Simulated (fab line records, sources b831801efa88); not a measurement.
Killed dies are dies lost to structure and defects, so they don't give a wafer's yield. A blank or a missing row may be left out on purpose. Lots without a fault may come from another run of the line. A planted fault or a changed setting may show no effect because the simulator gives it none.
A struck lot beside a sound one | flow sky130 | 16 steps out of a route of 708
Sound: wafers L324.2, L324.4, L324.5. Struck: wafer L317.3. (L317.4, L317.5 of the same lot were not struck and are left out.) The cause comes at the end.
At each step with rows: each side's tool, then ch and its chambers, then its first start. Under that, the readings that differ: sound wafers | struck wafers | difference of the means | sigmas: that difference in standard deviations of wafers without a fault.
alike: readings whose means differ by less than 2 such deviations, and words and numbers that are the same on both sides. not compared: withheld readings, readings that some wafer has no value for, bounds like >300 that may hide the same value, and numbers for which the record gives no deviation and whose values overlap.
The two part at a step that has a row with sigmas, a row that says differs or no value, or rows on one side only. Numbers that don't overlap but have no deviation are shown without sigmas and don't part them. A reading that every wafer of one side lacks parts them only if that side has two wafers or more.

first, 3 steps without rows for these wafers: SKY_METAL1_EXPOSE_12 (exposes mask MM1, target cd 140 nm); SKY_METAL1_PEB_13; SKY_METAL1_DEVELOP_14 (develop time 60 s).
SKY_METAL1_CD_MEAS_15: target cd 140 nm.
  sound on cd_sem-02, day 40 08:39; struck on cd_sem-02, day 38 03:01
  alike: cd_nm
SKY_METAL1_OVL_MEAS_16:
  sound on overlay-02, day 40 08:45; struck on overlay-01, day 38 03:07
  reading         | sound     | struck | difference | sigmas
  METAL1_OVL (nm) | -13 -1 -1 | 10     | +15        | +2
SKY_METAL1_DESCUM_17: chemistry O2, time 8 s.
  sound on rie_metal-01 ch 1, day 40 08:47; struck on rie_metal-01 ch 0, day 38 03:09
  alike: drypump_motor_current_A, oes_product_au, temp_c
  not compared: rf_hours_counter_h
SKY_METAL1_ETCH_18: etches BARC in N2/H2, stops on SiO2, time 45.9 s, target depth 60 nm.
  sound on rie_metal-01 ch 1, day 40 08:49; struck on rie_metal-01 ch 0, day 38 03:14
  alike: drypump_motor_current_A, oes_product_au, throttle_valve_pct
  not compared: rf_hours_counter_h
SKY_METAL1_METAL_ETCH_19: etches the open film in Cl2/BCl3, stops on SiO2, target depth 360 nm, time 78 s.
  sound on rie_metal-01 ch 1, day 40 08:53; struck on rie_metal-01 ch 0, day 38 03:23
  alike: drypump_motor_current_A, mfc_cl2_sccm, oes_product_au, throttle_valve_pct
  not compared: rf_hours_counter_h
SKY_METAL1_STRIP_20: strips in O2/N2.
  sound on plasma_asher-02 ch 0,1, day 40 08:58; struck on plasma_asher-01 ch 1, day 38 03:32
  alike: drypump_motor_current_A, oes_product_au, strip_time_to_endpoint_s
  not compared: rf_hours_counter_h
then, 3 steps without rows for these wafers: SKY_METAL1_STRIP_21 (strips in post etch residue remover, time 1200 s); SKY_METAL1_CLEAN_22 (cleans in IPA, time 180 s); SKY_METAL1_CLEAN_23 (cleans in O3/DIW).
SKY_VIA1_HDPCVD_00: deposits SiO2, target thk 1030 nm, time 171.7 s.
  sound on hdpcvd-01 ch 0,1,2, day 40 09:34; struck on hdpcvd-01 ch 0, day 38 04:05
  reading                                  | sound             | struck | difference | sigmas
  sih4_flow_sccm (sccm)                    | 60.06 59.66 60.23 | 90.11  | +30.13     | +99 or more
  model.SiO2_of_VIA1_HDPCVD_00.thk_nm (nm) | 1021 1023 1036    | 1556   | +529       |
SKY_VIA1_THK_MEAS_01:
  sound on film_metro-04, day 40 09:41; struck on film_metro-03, day 38 04:13
  reading              | sound          | struck | difference | sigmas
  VIA1_HDPCVD_THK (nm) | 1021 1023 1036 | 1556   | +529       | +48
SKY_VIA1_CMP_02: polishes SiO2.
  sound on cmp-02 ch 1,3, day 40 09:44; struck on cmp-01 ch 3, day 38 04:16
  alike: head_pressure_psi, motor_current_A, platen_rpm, slurry_filter_dp_kPa
-- the record jumps here: 12 days lie between the struck wafers' starts before and after (it left off in module VIA1 and takes up again in module PAD_OPEN, whose first step shown is number 708 of the route) --
SKY_PAD_OPEN_PROBE_99:
  sound on prober-02, day 51 08:41; struck on prober-02, day 49 21:02
  alike: defect_limited_yield, killed_at_M0_to_M3, killed_at_M4_up, killed_at_contacts, killed_at_front_end, killed_at_other, killed_dies, killed_open, killed_short, sort_bin_3_pad_short, sort_bin_5_function, sort_bin_6_memory, sort_n_pass, sort_yield_pct

WHERE THEY PART
First at SKY_METAL1_OVL_MEAS_16; last, within this record, at SKY_VIA1_THK_MEAS_01. Later steps at which nothing parts them and some readings are alike: SKY_VIA1_CMP_02, SKY_PAD_OPEN_PROBE_99.

WHY: what the simulator had put in
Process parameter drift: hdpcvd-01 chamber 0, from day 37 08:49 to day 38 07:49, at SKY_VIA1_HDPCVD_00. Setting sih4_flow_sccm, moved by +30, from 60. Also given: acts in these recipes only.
